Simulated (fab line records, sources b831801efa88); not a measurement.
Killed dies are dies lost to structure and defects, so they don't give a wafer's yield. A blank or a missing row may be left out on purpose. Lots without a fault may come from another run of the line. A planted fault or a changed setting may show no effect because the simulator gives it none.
A struck lot beside a sound one | flow sky130 | 17 steps out of a route of 708
Sound: wafers L155.3, L155.4, L155.5. Struck: wafers L170.1, L170.4, L170.6. The cause comes at the end.
At each step with rows: each side's tool, then ch and its chambers, then its first start. Under that, the readings that differ: sound wafers | struck wafers | difference of the means | sigmas: that difference in standard deviations of wafers without a fault.
alike: readings whose means differ by less than 2 such deviations, and words and numbers that are the same on both sides. not compared: withheld readings, readings that some wafer has no value for, bounds like >300 that may hide the same value, and numbers for which the record gives no deviation and whose values overlap.
The two part at a step that has a row with sigmas, a row that says differs or no value, or rows on one side only. Numbers that don't overlap but have no deviation are shown without sigmas and don't part them. A reading that every wafer of one side lacks parts them only if that side has two wafers or more.

first, 1 step without rows for these wafers: SKY_LDD_N_IMPLANT_15.
SKY_LDD_N_STRIP_16: strips in O2/N2.
  sound on plasma_asher-03 ch 0,1, day 17 16:47; struck on plasma_asher-03 ch 0,1, day 23 13:25
  alike: chamber_pressure_mTorr, drypump_motor_current_A, n2_flow_sccm, oes_product_au, strip_time_to_endpoint_s
  not compared: rf_hours_counter_h
SKY_LDD_N_TW_MEAS_17:
  sound on film_metro-02, day 17 16:52; struck on film_metro-01, day 23 13:31
  reading  | sound          | struck         | difference | sigmas
  LDD_N_TW | 2576 2578 2581 | 2628 2621 2614 | +43        | +2
then, 7 steps without rows for these wafers: SKY_LDD_P_DEHYDRATE_00 (time 60 s); SKY_LDD_P_HMDS_01 (prime time 60 s); SKY_LDD_P_COAT_02 (resist thk 1140 nm); SKY_LDD_P_SOFTBAKE_03 (time 60 s); SKY_LDD_P_EXPOSE_04 (exposes mask PSDM, target cd 380 nm); SKY_LDD_P_PEB_05; SKY_LDD_P_DEVELOP_06 (develop time 60 s).
SKY_LDD_P_CD_MEAS_07: target cd 380 nm.
  sound on cd_sem-02, day 18 22:04; struck on cd_sem-02, day 24 19:22
  alike: cd_nm
SKY_LDD_P_OVL_MEAS_08:
  sound on overlay-02, day 18 22:10; struck on overlay-02, day 24 19:29
  reading        | sound       | struck         | difference | sigmas
  LDD_P_OVL (nm) | 0.3 1.3 0.9 | -2.5 -3.1 -1.7 | -3.3       | -2
SKY_LDD_P_IMPLANT_09:
  sound on implanter-01 ch 0, day 18 22:14; struck on implanter-02 ch 0, day 24 19:32
  reading            | sound                          | struck                        | difference | sigmas
  dose_ions_cm2      | 1.0012e+13 9.997e+12 9.999e+12 | 6.328e+12 6.339e+12 6.326e+12 | -3.672e+12 | -99 or more
  faraday_current_uA | 58.4 57.7 57.0                 | 37.5 36.4 35.1                | -21.4      | -18
SKY_LDD_P_STRIP_10: strips in O2/N2.
  sound on plasma_asher-03 ch 0,1, day 18 22:22; struck on plasma_asher-04 ch 0,1, day 24 19:41
  alike: chamber_pressure_mTorr, drypump_motor_current_A, n2_flow_sccm, oes_product_au, strip_time_to_endpoint_s
  not compared: rf_hours_counter_h
SKY_LDD_P_TW_MEAS_11:
  sound on film_metro-02, day 18 22:28; struck on film_metro-02, day 24 19:47
  reading  | sound       | struck      | difference | sigmas
  LDD_P_TW | 635 635 635 | 548 545 549 | -88        | -15
then, 1 step without rows for these wafers: SKY_LDD_HVN_DEHYDRATE_00 (time 60 s).
-- the record jumps here: 25 days lie between the struck wafers' starts before and after (it left off in module LDD_HVN and takes up again in module PAD_OPEN, whose first step shown is number 708 of the route) --
SKY_PAD_OPEN_PROBE_99:
  sound on prober-01, day 45 21:17; struck on prober-01, day 49 16:10
  reading                                | sound                   | struck                       | difference | sigmas
  model.etest.tip_p.rs_ohm_sq            | 6708 6740 6753          | 1.03e+04 1.024e+04 1.019e+04 | +3.51e+03  |
  model.etest.tip_p.rs_ohm_sq_range      | 153.3 143.9 196.1       | 222.1 271.9 274.9            | +91.9      |
  model.etest.pfet_01v8.vt_sat_v (V)     | -0.5445 -0.5354 -0.4883 | -0.6444 -0.6382 -0.6351      | -0.1165    |
  model.etest.pfet_01v8_hvt.vt_sat_v (V) | -0.798 -0.7978 -0.7756  | -0.8542 -0.8548 -0.8506      | -0.0627    |
  model.etest.pfet_01v8.vt_v (V)         | -0.7631 -0.7604 -0.7479 | -0.82 -0.821 -0.8153         | -0.06      |
  model.etest.pfet_01v8_hvt.vt_v (V)     | -0.8726 -0.876 -0.8687  | -0.9148 -0.9157 -0.9138      | -0.0423    |
  alike: killed_at_M0_to_M3, killed_at_M4_up, killed_at_contacts, killed_at_front_end, killed_at_other, killed_dies, killed_open, killed_short

WHERE THEY PART
First at SKY_LDD_N_TW_MEAS_17; last, within this record, at SKY_LDD_P_TW_MEAS_11. Later steps at which nothing parts them and some readings are alike: SKY_PAD_OPEN_PROBE_99.

WHY: what the simulator had put in
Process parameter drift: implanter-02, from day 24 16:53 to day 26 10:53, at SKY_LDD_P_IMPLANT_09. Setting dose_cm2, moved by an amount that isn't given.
